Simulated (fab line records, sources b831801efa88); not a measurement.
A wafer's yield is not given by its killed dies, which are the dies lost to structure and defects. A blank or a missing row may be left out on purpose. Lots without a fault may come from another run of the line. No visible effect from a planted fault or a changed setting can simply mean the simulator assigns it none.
Which tool is to blame? ; flow sky130 ; Sampling: 11 lots, 33 wafers, 5 of 708 route steps

== WHAT THE GAUGES READ, wafer by wafer ==
SKY_SONOS_ONO_THK_MEAS_03.
lot;measured;on;SONOS_ONO_CVD_02_THK (nm)
L103;day 11 06:39;film_metro-03;10.34 10.45 10.31
L105;day 12 07:59;film_metro-04;10.53 10.39 10.49
L106;day 12 09:20;film_metro-02;10.41 10.55 10.45
L107;day 12 22:47;film_metro-02;10.81 10.69 10.83
L108;day 13 03:06;film_metro-03;10.36 10.43 10.28
L109;day 13 13:23;film_metro-04;10.70 10.74 10.62
L119;day 16 21:53;film_metro-04;10.34 10.29 10.31
L121;day 17 15:41;film_metro-04;10.27 10.15 10.34
L122;day 17 19:19;film_metro-02;10.42 10.31 10.46
L123;day 18 02:37;film_metro-03;10.33 10.44 10.62
L124;day 18 13:36;film_metro-03;10.96 10.80 10.69

SKY_SONOS_ONO_THK_MEAS_05.
lot;measured;on;SONOS_ONO_CVD_04_THK (nm)
L103;day 11 07:58;film_metro-04;5.61 5.59 5.65
L105;day 12 09:18;film_metro-03;5.53 5.64 5.65
L106;day 12 10:39;film_metro-03;5.89 5.81 5.85
L107;day 13 00:06;film_metro-04;9.16 9.14 9.16
L108;day 13 04:25;film_metro-02;9.26 9.19 9.19
L109;day 13 14:42;film_metro-04;9.04 9.01 9.11
L119;day 16 23:11;film_metro-02;5.50 5.50 5.51
L121;day 17 17:00;film_metro-03;5.67 5.54 5.62
L122;day 17 20:38;film_metro-02;5.78 5.66 5.65
L123;day 18 03:56;film_metro-03;5.65 5.73 5.70
L124;day 18 14:55;film_metro-03;5.56 5.46 5.48

SKY_GATE_OXIDE_THK_MEAS_02.
lot;measured;on;GATE_OXIDE_OXIDATION_00_THK (nm)
L103;day 12 11:02;film_metro-01;10.34 10.33 10.40
L105;day 13 13:40;film_metro-01;9.86 9.76 9.77
L106;day 13 13:40;film_metro-04;10.06 10.04 10.03
L107;day 14 03:00;film_metro-02;10.38 10.48 10.31
L108;day 14 08:43;film_metro-01;10.43 10.36 10.48
L109;day 14 19:17;film_metro-02;10.27 10.35 10.27
L119;day 18 06:50;film_metro-02;10.74 10.65 10.66
L121;day 19 02:17;film_metro-01;10.25 10.25 10.47
L122;day 19 05:28;film_metro-01;10.56 10.41 10.37
L123;day 19 15:53;film_metro-01;10.47 10.34 10.45
L124;day 19 23:31;film_metro-04;10.32 10.54 10.43

== TOOL THAT RAN EACH LOT (tool first, then ch and the chambers of the sampled wafers, then the start) ==
lot;SKY_FIELD_ISO_ETCH_17;SKY_SONOS_ONO_CVD_04
L103;rie_si-02 ch 0,1,3, day 2 04:41;lpcvd-03 ch 1, day 11 06:43
L105;rie_si-02 ch 1,2,3, day 2 16:47;lpcvd-03 ch 0, day 12 08:03
L106;rie_si-01 ch 0,1,3, day 2 20:14;lpcvd-03 ch 1, day 12 09:24
L107;rie_si-01 ch 0,1, day 3 02:50;lpcvd-03 ch 1, day 12 22:50
L108;rie_si-02 ch 1,3, day 3 07:05;lpcvd-03 ch 1, day 13 03:08
L109;rie_si-01 ch 0,1,2, day 3 13:33;lpcvd-03 ch 1, day 13 13:26
L119;rie_si-02 ch 0,1,2, day 5 15:30;lpcvd-03 ch 0, day 16 21:56
L121;rie_si-02 ch 0,2, day 6 02:24;lpcvd-03 ch 0, day 17 15:45
L122;rie_si-01 ch 0,1,3, day 6 06:47;lpcvd-03 ch 1, day 17 19:22
L123;rie_si-02 ch 1,3, day 6 13:26;lpcvd-03 ch 1, day 18 02:41
L124;rie_si-02 ch 1,2,3, day 6 19:33;lpcvd-03 ch 1, day 18 13:40
- SKY_FIELD_ISO_ETCH_17: etches Si in HBr/Cl2/O2, target depth 342 nm, time 97.7 s.
- SKY_SONOS_ONO_CVD_04: deposits SiO2 from SiH4/N2O, target thk 5.7199 nm.

== AS READ BY THE TOOLS THEMSELVES (means over the sampled wafers that have a number; for cases with no such wafer, the mark the record gives instead) ==
SKY_FIELD_ISO_ETCH_17.
lot;tool;drypump_motor_current_A (A);oes_product_au (a.u.);throttle_valve_pct (%)
L103;rie_si-02;5.40;1.001;25.659
L105;rie_si-02;5.42;0.999;25.654
L106;rie_si-01;5.43;1.010;25.651
L107;rie_si-01;5.53;1.004;25.649
L108;rie_si-02;5.38;1.017;25.651
L109;rie_si-01;5.77;0.998;25.659
L119;rie_si-02;5.42;1.001;25.654
L121;rie_si-02;5.48;1.002;25.650
L122;rie_si-01;5.42;0.998;25.658
L123;rie_si-02;5.40;1.004;25.645
L124;rie_si-02;5.41;0.997;25.670

SKY_SONOS_ONO_CVD_04.
lot;tool;spike_tc_bottom_C (C);spike_tc_centre_C (C);spike_tc_lower_C (C);spike_tc_top_C (C);spike_tc_upper_C (C);susceptor_temp_C (C);zone_power_bottom_pct (%);zone_power_centre_pct (%);zone_power_lower_pct (%)
L103;lpcvd-03;917;900.3;901.3;914.6;901.1;900.0;28.2;17.27;19.69
L105;lpcvd-03;911;900.4;900.6;911.3;899.6;900.0;25.0;17.20;20.14
L106;lpcvd-03;917;898.3;901.6;914.9;901.0;900.0;28.2;17.29;19.95
L107;lpcvd-03;961;943.8;944.9;958.5;945.2;943.7;31.7;19.08;21.81
L108;lpcvd-03;961;944.1;944.7;958.7;945.9;944.1;31.6;19.12;22.09
L109;lpcvd-03;962;943.9;946.0;958.0;945.7;944.3;31.4;19.13;22.24
L119;lpcvd-03;908;901.3;900.5;911.4;899.7;900.1;24.8;17.40;20.01
L121;lpcvd-03;909;901.4;901.6;911.8;900.0;899.5;24.8;17.32;20.07
L122;lpcvd-03;916;899.3;901.6;915.4;901.6;900.0;28.1;17.17;19.70
L123;lpcvd-03;917;899.8;901.3;913.9;902.4;900.2;28.0;17.36;19.79
L124;lpcvd-03;917;899.9;902.2;914.6;900.1;900.1;28.4;17.35;19.95

== THE ANSWER, worked out from the rows above alone ==
Rule: the lots themselves supply what counts as usual. Put in order of their means at a reading, lots are off if they are a third of the lots or fewer, leave a main group of 4 or more, and stand apart from it by a gap of 3 or more times the standard deviation of the main group's means; of several such gaps the widest counts. A main group whose means are all the same, to the digits that the tables above print for the reading, isn't used. A lot without any number at a reading at which 4 lots or more have one is off too. The other lots that the step has rows for count as sound. First the gauges in route order, then the tools' own readings, where a lot's mean is used as printed above. The first step at which some lot is off is used, and at that step the reading that is off furthest; a lot without a number counts as furthest.
Off: L107, L108, L109, at SKY_SONOS_ONO_THK_MEAS_05 (SONOS_ONO_CVD_04_THK). Mean 5.63 nm and standard deviation 0.11 in the main group.
If a tool, at a process step before that reading, ran all the lots that are off and no sound lot after the first of them, it fits. Not tried: the gauges at SKY_SONOS_ONO_THK_MEAS_05; whatever is off there is also off at SKY_SONOS_ONO_CVD_04, on other tools, and gauge error can't account for it. None of those tried fits.

== WHAT THE SIMULATOR HAD PUT IN ==
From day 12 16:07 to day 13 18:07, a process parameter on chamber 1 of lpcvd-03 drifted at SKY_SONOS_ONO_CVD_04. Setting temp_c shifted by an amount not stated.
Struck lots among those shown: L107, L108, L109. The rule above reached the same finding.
